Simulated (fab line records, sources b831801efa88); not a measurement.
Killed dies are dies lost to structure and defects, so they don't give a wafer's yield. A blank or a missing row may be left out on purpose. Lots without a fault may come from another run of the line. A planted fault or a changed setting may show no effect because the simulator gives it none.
fab line records | flow sky130
record lots=5 wafers=15 last_day=50
route steps=708 shown FIELD_ISO@26 NWELL@32 DNWELL@35 PWDE@45
lots that met no fault: from a run of the same line without faults
start_h: hours from the record's first day to the start of the lot's first wafer shown | wait_h: hours since the lot's step before | " the same as in the row above | L1.1+2: a row that stands for several wafers | - no value, or no start given | * or withheld: withheld | < > ~ a bound
route shown NAME@n: a module of which the file shows steps, and the number in the route of the first | usual: mean/standard deviation of fault-free wafers | same: alike in all rows | chamber/n: place in a boat | sites: the reading at each site | _std_site: their standard deviation | _edge_site: outer sites' mean less inner sites' | radius_mm: how far each site lies from the wafer's centre | mask NAME#n: copy n | behind: the tool/chamber that last shaped the wafer | hold: why the lot was held/for how many hours/how that ended | device: the transistor (n, p or np) that didn't switch | end of line: the same wafers' tests at the end of the route | a step without rows: its recipe alone | killed: dies lost to structure and defects at the first sort, not the wafer's yield | map: a wafer's dies, x killed, . not, _ none there
set.NAME: the setting as run; set.NAME@STEP: as run at that earlier step | model.NAME: the simulator's own value behind a step, which no gauge read
lots at some steps of the route; a table a step, a row a wafer
services: from which hour (start_h, from the record's first day; less than 0 if before it) a tool's chamber was out of use, for how many hours, and why
## steps
# step SKY_FIELD_ISO_THK_MEAS_25
# recipe reads=SiO2_of_FIELD_ISO_CVD_24
# usual FIELD_ISO_CVD_24_THK=594/7.1
# columns lot.wafer tool chamber start_h wait_h FIELD_ISO_CVD_24_THK[nm]
L079.2 film_metro-02 - 63.45 0.0 586
L079.5 " - " " 588
L079.6 " - " " 590
L082.1 film_metro-02 - 75.38 0.0 590
L082.3 " - " " 603
L082.5 " - " " 592
L084.1 film_metro-01 - 83.74 0.0 580
L084.2 " - " " 578
L084.6 " - " " 585
L090.1 film_metro-01 - 115.32 0.0 589
L090.4 " - " " 597
L090.5 " - " " 601
L095.2 film_metro-01 - 140.46 0.0 593
L095.3 " - " " 590
L095.6 " - " " 594
# step SKY_FIELD_ISO_ANNEAL_26
# recipe temp_c=1000 time_s=1800 ambient=N2
# usual spike_tc_lower_C=999.8/1
# columns lot.wafer tool chamber start_h wait_h spike_tc_lower_C
L079.2 furnace-02 0 63.50 0.0 999.6
L079.5 " 0 " " 1000.8
L079.6 " 0 " " 999.3
L082.1 furnace-02 0 76.39 1.0 1000.5
L082.3 " 0 " " 1001.7
L082.5 " 0 " " 999.8
L084.1 furnace-01 0 83.80 0.1 1000.1
L084.2 " 0 " " 997.7
L084.6 " 0 " " 1001.7
L090.1 furnace-02 0 116.72 1.4 998.8
L090.4 " 0 " " 1003.2
L090.5 " 0 " " 999.4
L095.2 furnace-01 0 142.97 2.5 1001.2
L095.3 " 0 " " 998.3
L095.6 " 0 " " 1000.2
# step SKY_FIELD_ISO_CMP_27
# recipe stop_on=Si3N4 t_overpolish_s=16 down_force_psi=4 platen_rpm=60 target_thk_nm=457.8 pad_velocity_m_s=0.94248
# usual motor_current_A=11.6/1.2 overpolish_run_s=15.999/0.0092 time_to_endpoint_s=112/3.5
# columns lot.wafer tool chamber start_h wait_h motor_current_A overpolish_run_s time_to_endpoint_s
L079.2 cmp-01 1 65.57 0.6 13.7 15.998 110
L079.6 " 2 " " 10.4 16.015 111
L079.5 " 3 " " 13.4 15.991 114
L082.3 cmp-01 0 77.89 0.0 10.6 15.993 116
L082.1 " 1 " " 13.7 16.000 110
L082.5 " 0 " " 10.7 16.002 115
L084.1 cmp-02 3 85.30 0.0 11.5 16.010 100
L084.2 " 1 " " 11.6 16.008 103
L084.6 " 0 " " 11.2 15.998 109
L090.1 cmp-01 0 118.22 0.0 10.3 15.987 111
L090.4 " 2 " " 11.1 16.011 108
L090.5 " 1 " " 14.0 15.993 112
L095.3 cmp-02 3 144.52 0.1 11.0 15.992 108
L095.2 " 1 " " 11.8 15.985 110
L095.6 " 3 " " 11.7 15.998 111
# step SKY_FIELD_ISO_WET_ETCH_28
# recipe chemistry=dHF target_depth_nm=23.7 target=SiO2 dilution=10:1 temp_c=25 time_s=47
# columns lot.wafer tool chamber start_h wait_h
L079.2+5+6 wet_bench-02 0 65.75 0.1
L082.1+3+5 wet_bench-02 0 78.19 0.2
L084.1+2+6 wet_bench-04 2 85.60 0.2
L090.1+4+5 wet_bench-04 0 118.52 0.2
L095.2+3+6 wet_bench-01 0 144.77 0.1
# step SKY_FIELD_ISO_WET_ETCH_29
# recipe chemistry=H3PO4 target_depth_nm=160 target=Si3N4 temp_c=160 time_s=1825
# columns lot.wafer tool chamber start_h wait_h
L079.2+5+6 wet_bench-04 0 65.77 0.0
L082.1+3+5 wet_bench-01 1 78.21 0.0
L084.1+2+6 wet_bench-02 1 85.62 0.0
L090.1+4+5 wet_bench-01 0 118.54 0.0
L095.2+3+6 wet_bench-04 2 144.80 0.0
# step SKY_FIELD_ISO_WET_ETCH_30
# recipe chemistry=dHF target_depth_nm=25 target=SiO2 dilution=10:1 temp_c=25 time_s=50
# columns lot.wafer tool chamber start_h wait_h
L079.2+5+6 wet_bench-01 1 66.34 0.0
L082.1+3+5 wet_bench-02 2 78.73 0.0
L084.1+2+6 wet_bench-04 0 86.23 0.0
L090.1+4+5 wet_bench-02 1 119.05 0.0
L095.2+3+6 wet_bench-02 3 145.31 0.0
# step SKY_NWELL_CLEAN_00
# recipe chemistry=SC1/SC2 mix=1:4:20 temp_c=70 time_s=150 dry=n2_spin
# columns lot.wafer tool chamber start_h wait_h
L079.2+5+6 wet_bench-02 0 66.36 0.0
L082.1+3+5 wet_bench-04 1 78.75 0.0
L084.1+2+6 wet_bench-02 1 86.25 0.0
L090.1+4+5 wet_bench-01 1 119.08 0.0
L095.2+3+6 wet_bench-01 3 145.34 0.0
# step SKY_NWELL_OXIDATION_01
# recipe temp_c=900 ambient=O2 stabilise_s=600 purge_s=300 target_thk_a=100 ox_time_s=1418
# usual spike_tc_lower_C=900.0/0.98
# columns lot.wafer tool chamber start_h wait_h spike_tc_lower_C
L079.2 furnace-02 0 66.63 0.2 900.1
L079.5 " 0 " " 899.4
L079.6 " 0 " " 899.2
L082.1 furnace-02 0 79.06 0.3 900.7
L082.3 " 0 " " 899.2
L082.5 " 0 " " 899.8
L084.1 furnace-01 0 86.81 0.5 897.6
L084.2 " 0 " " 899.6
L084.6 " 0 " " 899.4
L090.1 furnace-02 0 119.72 0.6 899.8
L090.4 " 0 " " 900.3
L090.5 " 0 " " 898.9
L095.2 furnace-01 0 145.65 0.3 898.4
L095.3 " 0 " " 901.0
L095.6 " 0 " " 901.5
# step SKY_NWELL_THK_MEAS_02
# recipe reads=SiO2_of_NWELL_OXIDATION_01
# usual NWELL_OXIDATION_THK=10.04/0.21
# columns lot.wafer tool chamber start_h wait_h NWELL_OXIDATION_THK[nm]
L079.2 film_metro-03 - 68.04 0.0 10.14
L079.5 " - " " 10.03
L079.6 " - " " 9.89
L082.1 film_metro-03 - 80.46 0.0 9.95
L082.3 " - " " 10.08
L082.5 " - " " 10.14
L084.1 film_metro-03 - 88.20 0.0 10.37
L084.2 " - " " 10.28
L084.6 " - " " 10.29
L090.1 film_metro-03 - 121.15 0.0 9.78
L090.4 " - " " 9.64
L090.5 " - " " 9.76
L095.2 film_metro-04 - 147.05 0.0 10.20
L095.3 " - " " 10.55
L095.6 " - " " 10.18
# step SKY_DNWELL_DEHYDRATE_00
# recipe temp_c=200 time_s=60
# usual chill_plate_temp_C=23.03/0.09 plate_temp_C=199.97/0.15
# columns lot.wafer tool chamber start_h wait_h chill_plate_temp_C plate_temp_C
L079.2 litho_track-04 0 76.59 8.5 23.13 199.65
L079.5 " 0 " " 23.03 199.98
L079.6 " 0 " " 23.02 199.74
L082.1 litho_track-01 0 88.34 7.9 22.93 200.13
L082.3 " 0 " " 22.98 200.33
L082.5 " 0 " " 22.89 200.02
L084.1 litho_track-01 0 96.74 8.5 23.06 200.04
L084.2 " 0 " " 23.00 200.02
L084.6 " 0 " " 22.96 199.93
L090.1 litho_track-02 0 129.71 8.6 23.02 200.23
L090.4 " 0 " " 22.92 200.02
L090.5 " 0 " " 23.04 200.04
L095.2 litho_track-01 0 156.56 9.5 22.82 200.15
L095.3 " 0 " " 22.92 199.91
L095.6 " 0 " " 22.93 200.08
# step SKY_DNWELL_HMDS_01
# recipe prime_time_s=60 prime_temp_c=120
# usual chill_plate_temp_C=23.00/0.1
# same prime_time_s=60
# columns lot.wafer tool chamber start_h wait_h chill_plate_temp_C
L079.2 litho_track-04 0 76.74 0.1 23.16
L079.5 " 0 " " 22.95
L079.6 " 0 " " 23.04
L082.1 litho_track-01 0 88.49 0.1 23.19
L082.3 " 0 " " 23.14
L082.5 " 0 " " 23.21
L084.1 litho_track-01 0 96.89 0.1 23.02
L084.2 " 0 " " 23.07
L084.6 " 0 " " 22.99
L090.1 litho_track-02 0 129.86 0.1 22.96
L090.4 " 0 " " 22.89
L090.5 " 0 " " 22.96
L095.2 litho_track-01 0 156.71 0.1 22.80
L095.3 " 0 " " 22.91
L095.6 " 0 " " 23.05
# step SKY_DNWELL_COAT_02
# recipe spin_rpm=1959 resist_thk_nm=3000
# usual chill_plate_temp_C=23.01/0.1
# columns lot.wafer tool chamber start_h wait_h chill_plate_temp_C
L079.2 litho_track-04 0 76.89 0.1 22.94
L079.5 " 0 " " 22.88
L079.6 " 0 " " 23.06
L082.1 litho_track-01 0 88.64 0.1 22.95
L082.3 " 0 " " 22.92
L082.5 " 0 " " 23.04
L084.1 litho_track-01 0 97.04 0.1 23.00
L084.2 " 0 " " 22.95
L084.6 " 0 " " 23.12
L090.1 litho_track-02 0 130.01 0.1 23.10
L090.4 " 0 " " 23.02
L090.5 " 0 " " 23.06
L095.2 litho_track-01 0 156.86 0.1 23.17
L095.3 " 0 " " 23.20
L095.6 " 0 " " 22.87
# step SKY_DNWELL_SOFTBAKE_03
# recipe temp_c=110 time_s=withheld
# usual chill_plate_temp_C=23.00/0.11 plate_temp_C=110.02/0.13
# columns lot.wafer tool chamber start_h wait_h chill_plate_temp_C plate_temp_C
L079.2 litho_track-04 0 77.05 0.1 22.87 110.01
L079.5 " 0 " " 22.80 110.06
L079.6 " 0 " " 22.89 109.98
L082.1 litho_track-01 0 88.79 0.1 23.04 109.97
L082.3 " 0 " " 22.87 109.94
L082.5 " 0 " " 23.03 110.01
L084.1 litho_track-01 0 97.19 0.1 23.01 110.00
L084.2 " 0 " " 22.98 109.93
L084.6 " 0 " " 22.91 110.04
L090.1 litho_track-02 0 130.16 0.1 23.11 110.25
L090.4 " 0 " " 23.10 110.11
L090.5 " 0 " " 23.11 110.04
L095.2 litho_track-01 0 157.02 0.1 22.97 109.88
L095.3 " 0 " " 22.88 109.89
L095.6 " 0 " " 22.82 109.80
# step SKY_DNWELL_EXPOSE_04
# recipe mask_id=DNM na=0.57 target_cd_nm=3000 dose_mj=222
# usual reticle_temp_C=23.00/0.12
# columns lot.wafer tool chamber start_h wait_h mask reticle_temp_C
L079.2 iline_stepper-01 0 - - DNM#0 23.05
L079.5 " 0 " " DNM#0 23.21
L079.6 " 0 " " DNM#0 23.12
L082.1 iline_stepper-01 0 - - DNM#0 23.13
L082.3 " 0 " " DNM#0 22.87
L082.5 " 0 " " DNM#0 23.11
L084.1 iline_stepper-01 0 - - DNM#0 23.06
L084.2 " 0 " " DNM#0 23.03
L084.6 " 0 " " DNM#0 23.06
L090.1 iline_stepper-02 0 - - DNM#0 22.85
L090.4 " 0 " " DNM#0 23.06
L090.5 " 0 " " DNM#0 22.93
L095.2 iline_stepper-02 0 - - DNM#0 22.99
L095.3 " 0 " " DNM#0 23.05
L095.6 " 0 " " DNM#0 22.97
# step SKY_DNWELL_PEB_05
# recipe temp_c=115 time_s=withheld
# usual chill_plate_temp_C=23.02/0.11 plate_temp_C=114.99/0.13
# columns lot.wafer tool chamber start_h wait_h chill_plate_temp_C plate_temp_C
L079.2 litho_track-04 0 - - 23.12 114.80
L079.5 " 0 " " 23.10 114.90
L079.6 " 0 " " 23.19 115.09
L082.1 litho_track-04 0 - - 23.12 115.11
L082.3 " 0 " " 23.12 115.06
L082.5 " 0 " " 23.03 115.23
L084.1 litho_track-01 0 - - 23.03 114.90
L084.2 " 0 " " 22.95 114.83
L084.6 " 0 " " 23.03 114.97
L090.1 litho_track-02 0 - - 22.84 115.07
L090.4 " 0 " " 22.91 114.82
L090.5 " 0 " " 22.96 114.87
L095.2 litho_track-01 0 - - 23.24 114.93
L095.3 " 0 " " 23.06 115.06
L095.6 " 0 " " 23.07 115.22
# step SKY_DNWELL_DEVELOP_06
# recipe wall_angle_deg=90 developer=TMAH develop_time_s=60 dev_temp_c=23
# usual chill_plate_temp_C=22.97/0.099
# same develop_time_s=60
# columns lot.wafer tool chamber start_h wait_h chill_plate_temp_C
L079.2 litho_track-04 0 - - 23.19
L079.5 " 0 " " 23.12
L079.6 " 0 " " 23.18
L082.1 litho_track-04 0 - - 23.06
L082.3 " 0 " " 22.95
L082.5 " 0 " " 23.08
L084.1 litho_track-01 0 - - 23.08
L084.2 " 0 " " 23.00
L084.6 " 0 " " 23.04
L090.1 litho_track-02 0 - - 23.07
L090.4 " 0 " " 23.00
L090.5 " 0 " " 23.08
L095.2 litho_track-01 0 - - 23.02
L095.3 " 0 " " 22.95
L095.6 " 0 " " 22.91
# step SKY_DNWELL_IMPLANT_07
# recipe species=P energy_kev=withheld dose_cm2=withheld tilt_deg=withheld
# columns lot.wafer tool chamber start_h wait_h
L079.2+5+6 implanter-02 0 85.59 -
L082.1+3+5 implanter-02 0 97.86 -
L084.1+2+6 implanter-01 0 106.09 -
L090.1+4+5 implanter-02 0 138.86 -
L095.2+3+6 implanter-01 0 166.11 -
# step SKY_DNWELL_STRIP_08
# recipe chemistry=O2/N2 power_w=1400 pressure_mtorr=1500 platen_temp_c=withheld o2_flow_sccm=3000 n2_flow_sccm=300 overash_fraction=0.5
# usual drypump_motor_current_A=5.9/0.48 oes_product_au=0.723/0.0045 strip_time_to_endpoint_s=37.37/0.11
# columns lot.wafer tool chamber start_h wait_h drypump_motor_current_A oes_product_au rf_hours_counter_h strip_time_to_endpoint_s
L079.2 plasma_asher-04 1 85.71 0.1 5.0 0.722 41 37.34
L079.5 " 1 " " 5.0 0.724 - 37.31
L079.6 " 0 " " 6.3 0.722 - 37.22
L082.1 plasma_asher-03 1 98.01 0.1 6.0 0.722 29 37.31
L082.3 " 1 " " 6.0 0.730 - 37.37
L082.5 " 1 " " 6.1 0.721 - 37.34
L084.1 plasma_asher-02 1 106.24 0.1 6.5 0.717 42 37.42
L084.2 " 0 " " 5.8 0.722 42 37.35
L084.6 " 1 " " 6.4 0.718 - 37.43
L090.1 plasma_asher-03 0 139.01 0.1 6.0 0.723 34 37.47
L090.4 " 0 " " 6.0 0.720 - 37.34
L090.5 " 1 " " 6.0 0.722 - 37.34
L095.2 plasma_asher-03 1 166.24 0.1 6.1 0.723 36 37.24
L095.3 " 1 " " 6.0 0.725 - 37.26
L095.6 " 0 " " 6.0 0.714 - 37.29
# step SKY_DNWELL_TW_MEAS_09
# usual DNWELL_TW=1111/6.4
# columns lot.wafer tool chamber start_h wait_h DNWELL_TW
L079.2 film_metro-04 - 85.82 0.1 1105
L079.5 " - " " 1107
L079.6 " - " " 1097
L082.1 film_metro-01 - 98.11 0.1 1119
L082.3 " - " " 1114
L082.5 " - " " 1113
L084.1 film_metro-04 - 106.34 0.1 1102
L084.2 " - " " 1115
L084.6 " - " " 1102
L090.1 film_metro-03 - 139.11 0.1 1122
L090.4 " - " " 1117
L090.5 " - " " 1122
L095.2 film_metro-01 - 166.35 0.1 1112
L095.3 " - " " 1109
L095.6 " - " " 1108
# step SKY_PWDE_DEHYDRATE_00
# recipe temp_c=200 time_s=60
# usual chill_plate_temp_C=22.97/0.1 plate_temp_C=200.03/0.16
# columns lot.wafer tool chamber start_h wait_h chill_plate_temp_C plate_temp_C
L079.2 litho_track-02 0 94.74 8.9 23.16 200.22
L079.5 " 0 " " 22.99 200.43
L079.6 " 0 " " 23.16 200.38
L082.1 litho_track-03 0 106.16 8.0 23.16 199.71
L082.3 " 0 " " 22.98 199.70
L082.5 " 0 " " 23.16 199.86
L084.1 litho_track-03 0 115.16 8.8 23.04 200.19
L084.2 " 0 " " 22.74 200.04
L084.6 " 0 " " 22.86 199.94
L090.1 litho_track-04 0 148.16 9.0 22.80 199.90
L090.4 " 0 " " 22.84 200.02
L090.5 " 0 " " 22.89 200.23
L095.2 litho_track-02 0 176.74 10.4 22.98 200.06
L095.3 " 0 " " 22.92 200.03
L095.6 " 0 " " 22.92 199.92
# step SKY_PWDE_HMDS_01
# recipe prime_time_s=60 prime_temp_c=120
# usual chill_plate_temp_C=22.97/0.093
# same prime_time_s=60
# columns lot.wafer tool chamber start_h wait_h chill_plate_temp_C
L079.2 litho_track-02 0 94.89 0.1 22.86
L079.5 " 0 " " 22.92
L079.6 " 0 " " 23.04
L082.1 litho_track-03 0 106.31 0.1 22.88
L082.3 " 0 " " 23.05
L082.5 " 0 " " 23.18
L084.1 litho_track-03 0 115.31 0.1 22.98
L084.2 " 0 " " 23.15
L084.6 " 0 " " 22.91
L090.1 litho_track-04 0 148.31 0.1 22.96
L090.4 " 0 " " 22.95
L090.5 " 0 " " 22.94
L095.2 litho_track-02 0 176.89 0.1 23.01
L095.3 " 0 " " 22.97
L095.6 " 0 " " 23.12
# step SKY_PWDE_COAT_02
# recipe spin_rpm=2000 resist_thk_nm=3000
# usual chill_plate_temp_C=22.98/0.11
# columns lot.wafer tool chamber start_h wait_h chill_plate_temp_C
L079.2 litho_track-02 0 95.04 0.1 22.98
L079.5 " 0 " " 22.82
L079.6 " 0 " " 22.93
L082.1 litho_track-03 0 106.46 0.1 22.89
L082.3 " 0 " " 22.93
L082.5 " 0 " " 23.04
L084.1 litho_track-03 0 115.46 0.1 23.01
L084.2 " 0 " " 22.89
L084.6 " 0 " " 22.98
L090.1 litho_track-04 0 148.46 0.1 23.10
L090.4 " 0 " " 23.08
L090.5 " 0 " " 23.05
L095.2 litho_track-02 0 177.04 0.1 23.24
L095.3 " 0 " " 23.07
L095.6 " 0 " " 23.16
# step SKY_PWDE_SOFTBAKE_03
# recipe temp_c=110 time_s=withheld
# usual chill_plate_temp_C=22.99/0.099 plate_temp_C=110.00/0.14
# columns lot.wafer tool chamber start_h wait_h chill_plate_temp_C plate_temp_C
L079.2 litho_track-02 0 95.20 0.1 22.79 110.01
L079.5 " 0 " " 22.84 110.02
L079.6 " 0 " " 23.07 110.00
L082.1 litho_track-03 0 106.61 0.1 22.80 110.09
L082.3 " 0 " " 23.02 109.69
L082.5 " 0 " " 23.00 109.90
L084.1 litho_track-03 0 115.61 0.1 23.12 110.03
L084.2 " 0 " " 22.98 110.13
L084.6 " 0 " " 23.15 110.15
L090.1 litho_track-04 0 148.61 0.1 22.90 110.09
L090.4 " 0 " " 22.94 110.20
L090.5 " 0 " " 22.98 110.06
L095.2 litho_track-02 0 177.20 0.1 22.87 110.20
L095.3 " 0 " " 22.92 110.20
L095.6 " 0 " " 22.97 110.02
# step SKY_PWDE_EXPOSE_04
# recipe mask_id=PWDEM na=0.6 source_shape=conventional sigma_outer=0.6 polarization=unpolarized target_cd_nm=840 dose_mj=214
# usual reticle_temp_C=23.00/0.1
# columns lot.wafer tool chamber start_h wait_h mask reticle_temp_C
L079.2 iline_stepper-01 0 - - PWDEM#0 23.03
L079.5 " 0 " " PWDEM#0 23.12
L079.6 " 0 " " PWDEM#0 23.19
L082.1 iline_stepper-02 0 - - PWDEM#0 23.03
L082.3 " 0 " " PWDEM#0 23.00
L082.5 " 0 " " PWDEM#0 22.94
L084.1 iline_stepper-01 0 - - PWDEM#0 23.15
L084.2 " 0 " " PWDEM#0 23.23
L084.6 " 0 " " PWDEM#0 23.00
L090.1 iline_stepper-02 0 - - PWDEM#0 23.04
L090.4 " 0 " " PWDEM#0 22.89
L090.5 " 0 " " PWDEM#0 23.09
L095.2 iline_stepper-01 0 - - PWDEM#0 22.99
L095.3 " 0 " " PWDEM#0 22.93
L095.6 " 0 " " PWDEM#0 23.15
# step SKY_PWDE_PEB_05
# recipe temp_c=115 time_s=withheld
# usual chill_plate_temp_C=23.02/0.097 plate_temp_C=115.01/0.14
# columns lot.wafer tool chamber start_h wait_h chill_plate_temp_C plate_temp_C
L079.2 litho_track-02 0 - - 23.17 115.19
L079.5 " 0 " " 22.98 114.96
L079.6 " 0 " " 22.96 114.88
L082.1 litho_track-04 0 - - 22.98 114.82
L082.3 " 0 " " 23.04 115.15
L082.5 " 0 " " 23.00 115.17
L084.1 litho_track-03 0 - - 22.93 115.07
L084.2 " 0 " " 23.01 114.89
L084.6 " 0 " " 22.94 114.84
L090.1 litho_track-04 0 - - 22.98 115.19
L090.4 " 0 " " 23.11 114.97
L090.5 " 0 " " 23.10 115.03
L095.2 litho_track-04 0 - - 22.96 115.23
L095.3 " 0 " " 23.17 114.90
L095.6 " 0 " " 23.05 115.25
# step SKY_PWDE_DEVELOP_06
# recipe wall_angle_deg=90 developer=TMAH develop_time_s=61.48 dev_temp_c=23
# usual chill_plate_temp_C=22.99/0.11
# same develop_time_s=61.48
# columns lot.wafer tool chamber start_h wait_h chill_plate_temp_C
L079.2 litho_track-02 0 - - 22.93
L079.5 " 0 " " 22.93
L079.6 " 0 " " 22.85
L082.1 litho_track-04 0 - - 23.08
L082.3 " 0 " " 22.99
L082.5 " 0 " " 23.13
L084.1 litho_track-03 0 - - 23.01
L084.2 " 0 " " 23.03
L084.6 " 0 " " 23.10
L090.1 litho_track-04 0 - - 22.93
L090.4 " 0 " " 22.94
L090.5 " 0 " " 22.95
L095.2 litho_track-04 0 - - 23.19
L095.3 " 0 " " 23.13
L095.6 " 0 " " 23.11
# step SKY_PWDE_OVL_MEAS_07
# usual PWDE_OVL=-0.6/1.3
# columns lot.wafer tool chamber start_h wait_h PWDE_OVL[nm]
L079.2 overlay-02 - 103.67 - -2.7
L079.5 " - " " -0.6
L079.6 " - " " -0.3
L082.1 overlay-02 - 116.21 - 1.8
L082.3 " - " " -0.6
L082.5 " - " " 0.2
L084.1 overlay-02 - 124.96 - 2.8
L084.2 " - " " 1.2
L084.6 " - " " 1.1
L090.1 overlay-02 - 158.56 - 0.7
L090.4 " - " " 1.1
L090.5 " - " " 0.2
L095.2 overlay-02 - 186.67 - -1.9
L095.3 " - " " -2.3
L095.6 " - " " -0.6
# step SKY_PWDE_IMPLANT_08
# recipe species=B energy_kev=150 dose_cm2=3.6e+12 tilt_deg=withheld
# columns lot.wafer tool chamber start_h wait_h
L079.2+5+6 implanter-03 0 103.73 0.0
L082.1+3+5 implanter-01 0 116.25 0.0
L084.1+2+6 implanter-03 0 125.00 0.0
L090.1+4+5 implanter-03 0 158.60 0.0
L095.2+3+6 implanter-04 0 186.72 0.0
# step SKY_PWDE_STRIP_09
# recipe chemistry=O2/N2 power_w=1400 pressure_mtorr=1500 platen_temp_c=withheld o2_flow_sccm=3000 n2_flow_sccm=300 overash_fraction=0.5
# usual drypump_motor_current_A=5.8/0.54 oes_product_au=0.722/0.0042 strip_time_to_endpoint_s=36.89/0.096
# columns lot.wafer tool chamber start_h wait_h drypump_motor_current_A oes_product_au rf_hours_counter_h strip_time_to_endpoint_s
L079.2 plasma_asher-03 0 103.85 0.1 6.0 0.720 30 36.75
L079.5 " 1 " " 6.0 0.728 - 36.86
L079.6 " 0 " " 6.0 0.714 - 36.97
L082.1 plasma_asher-01 1 116.40 0.1 5.0 0.713 45 36.98
L082.3 " 1 " " 5.0 0.725 - 36.92
L082.5 " 1 " " 5.0 0.724 - 36.85
L084.1 plasma_asher-01 0 125.15 0.1 4.8 0.724 46 36.91
L084.2 " 1 " " 5.0 0.722 46 36.77
L084.6 " 0 " " 4.8 0.723 - 36.85
L090.1 plasma_asher-02 0 158.75 0.1 5.8 0.728 47 36.99
L090.4 " 1 " " 6.5 0.728 - 36.96
L090.5 " 0 " " 5.8 0.721 - 36.85
L095.2 plasma_asher-03 0 186.85 0.1 6.0 0.724 38 36.85
L095.3 " 0 " " 6.0 0.717 - 36.85
L095.6 " 0 " " 6.0 0.723 - 36.82
# step SKY_PWDE_TW_MEAS_10
# usual PWDE_TW=372.4/2
# columns lot.wafer tool chamber start_h wait_h PWDE_TW
L079.2 film_metro-04 - 103.96 0.1 372.5
L079.5 " - " " 372.1
L079.6 " - " " 371.4
L082.1 film_metro-04 - 116.50 0.1 372.8
L082.3 " - " " 371.3
L082.5 " - " " 372.7
L084.1 film_metro-04 - 125.25 0.1 372.1
L084.2 " - " " 372.8
L084.6 " - " " 370.5
L090.1 film_metro-01 - 158.85 0.1 369.2
L090.4 " - " " 372.6
L090.5 " - " " 370.6
L095.2 film_metro-03 - 186.96 0.1 373.5
L095.3 " - " " 375.6
L095.6 " - " " 375.1
# step SKY_NWELL_DEHYDRATE_03
# recipe temp_c=200 time_s=60
# usual chill_plate_temp_C=22.98/0.1 plate_temp_C=199.95/0.17
# columns lot.wafer tool chamber start_h wait_h chill_plate_temp_C plate_temp_C
L079.2 litho_track-01 0 113.56 9.6 23.14 199.91
L079.5 " 0 " " 22.97 199.87
L079.6 " 0 " " 22.92 199.61
L082.1 litho_track-01 0 124.99 8.5 22.93 199.94
L082.3 " 0 " " 22.95 199.92
L082.5 " 0 " " 22.96 199.79
L084.1 litho_track-01 0 134.59 9.3 22.98 199.91
L084.2 " 0 " " 23.01 199.91
L084.6 " 0 " " 22.91 199.89
L090.1 litho_track-03 0 168.16 9.3 22.97 199.88
L090.4 " 0 " " 22.98 200.09
L090.5 " 0 " " 22.84 200.14
L095.2 litho_track-01 0 196.76 9.8 22.90 200.10
L095.3 " 0 " " 22.80 199.94
L095.6 " 0 " " 22.89 200.03
# step SKY_NWELL_HMDS_04
# recipe prime_time_s=60 prime_temp_c=120
# usual chill_plate_temp_C=22.98/0.12
# same prime_time_s=60
# columns lot.wafer tool chamber start_h wait_h chill_plate_temp_C
L079.2 litho_track-01 0 113.71 0.1 23.01
L079.5 " 0 " " 22.87
L079.6 " 0 " " 22.94
L082.1 litho_track-01 0 125.14 0.1 22.72
L082.3 " 0 " " 22.82
L082.5 " 0 " " 22.84
L084.1 litho_track-01 0 134.74 0.1 22.94
L084.2 " 0 " " 22.84
L084.6 " 0 " " 23.01
L090.1 litho_track-03 0 168.31 0.1 23.14
L090.4 " 0 " " 22.96
L090.5 " 0 " " 23.17
L095.2 litho_track-01 0 196.91 0.1 23.03
L095.3 " 0 " " 23.08
L095.6 " 0 " " 23.16
# step SKY_NWELL_COAT_05
# recipe spin_rpm=2000 resist_thk_nm=3000
# usual chill_plate_temp_C=22.98/0.099
# columns lot.wafer tool chamber start_h wait_h chill_plate_temp_C
L079.2 litho_track-01 0 113.86 0.1 22.94
L079.5 " 0 " " 22.86
L079.6 " 0 " " 22.91
L082.1 litho_track-01 0 125.29 0.1 23.19
L082.3 " 0 " " 23.05
L082.5 " 0 " " 23.13
L084.1 litho_track-01 0 134.89 0.1 22.72
L084.2 " 0 " " 22.89
L084.6 " 0 " " 22.95
L090.1 litho_track-03 0 168.46 0.1 22.93
L090.4 " 0 " " 23.03
L090.5 " 0 " " 22.91
L095.2 litho_track-01 0 197.06 0.1 23.08
L095.3 " 0 " " 23.11
L095.6 " 0 " " 23.01
# step SKY_NWELL_SOFTBAKE_06
# recipe temp_c=110 time_s=withheld
# usual chill_plate_temp_C=22.99/0.11 plate_temp_C=109.98/0.12
# columns lot.wafer tool chamber start_h wait_h chill_plate_temp_C plate_temp_C
L079.2 litho_track-01 0 114.02 0.1 22.98 110.27
L079.5 " 0 " " 23.06 109.78
L079.6 " 0 " " 22.93 110.05
L082.1 litho_track-01 0 125.44 0.1 23.01 109.98
L082.3 " 0 " " 23.03 109.92
L082.5 " 0 " " 23.05 110.04
L084.1 litho_track-01 0 135.04 0.1 22.95 110.07
L084.2 " 0 " " 22.85 109.96
L084.6 " 0 " " 22.96 110.11
L090.1 litho_track-03 0 168.61 0.1 22.95 109.71
L090.4 " 0 " " 22.88 109.76
L090.5 " 0 " " 22.93 109.83
L095.2 litho_track-01 0 197.22 0.1 22.89 110.03
L095.3 " 0 " " 22.88 109.92
L095.6 " 0 " " 22.82 109.87
# step SKY_NWELL_EXPOSE_07
# recipe mask_id=NWM na=0.6 source_shape=conventional sigma_outer=0.6 polarization=unpolarized target_cd_nm=840 dose_mj=255
# usual reticle_temp_C=23.00/0.12
# columns lot.wafer tool chamber start_h wait_h mask reticle_temp_C
L079.2 iline_stepper-02 0 - - NWM#0 23.01
L079.5 " 0 " " NWM#0 22.95
L079.6 " 0 " " NWM#0 23.00
L082.1 iline_stepper-02 0 - - NWM#0 23.06
L082.3 " 0 " " NWM#0 22.89
L082.5 " 0 " " NWM#0 22.83
L084.1 iline_stepper-02 0 - - NWM#0 23.01
L084.2 " 0 " " NWM#0 23.00
L084.6 " 0 " " NWM#0 22.90
L090.1 iline_stepper-02 0 - - NWM#0 22.98
L090.4 " 0 " " NWM#0 23.14
L090.5 " 0 " " NWM#0 23.10
L095.2 iline_stepper-01 0 - - NWM#0 22.91
L095.3 " 0 " " NWM#0 23.03
L095.6 " 0 " " NWM#0 23.12
## services
# columns tool chamber start_h hours kind
cmp-01 - 39.89 2.5 repair
cmp-01 - 41.39 4.1 repair
plasma_asher-03 - 42.69 2.0 repair
cmp-02 - 45.52 5.4 pm
cmp-01 - 51.55 2.7 repair
plasma_asher-02 - 57.62 5.4 repair
cmp-02 - 64.26 4.0 pm
furnace-02 - 86.33 3.5 pm
cmp-01 - 87.36 23.5 repair
iline_stepper-01 - 91.26 1.7 pm
iline_stepper-02 - 92.92 1.7 pm
implanter-01 - 100.60 3.2 pm
implanter-03 - 113.74 1.3 repair
plasma_asher-03 - 124.72 0.8 repair
implanter-01 - 126.42 2.2 repair
implanter-03 - 128.30 6.1 repair
cmp-01 - 128.67 4.1 pm
cmp-01 - 133.89 2.6 repair
implanter-02 - 153.52 4.0 repair
furnace-02 - 159.01 26.2 repair
furnace-01 - 174.13 1.2 repair
iline_stepper-02 - 179.85 2.9 repair
furnace-01 - 182.52 15.1 repair
cmp-01 - 195.41 0.3 repair
## key
fault none
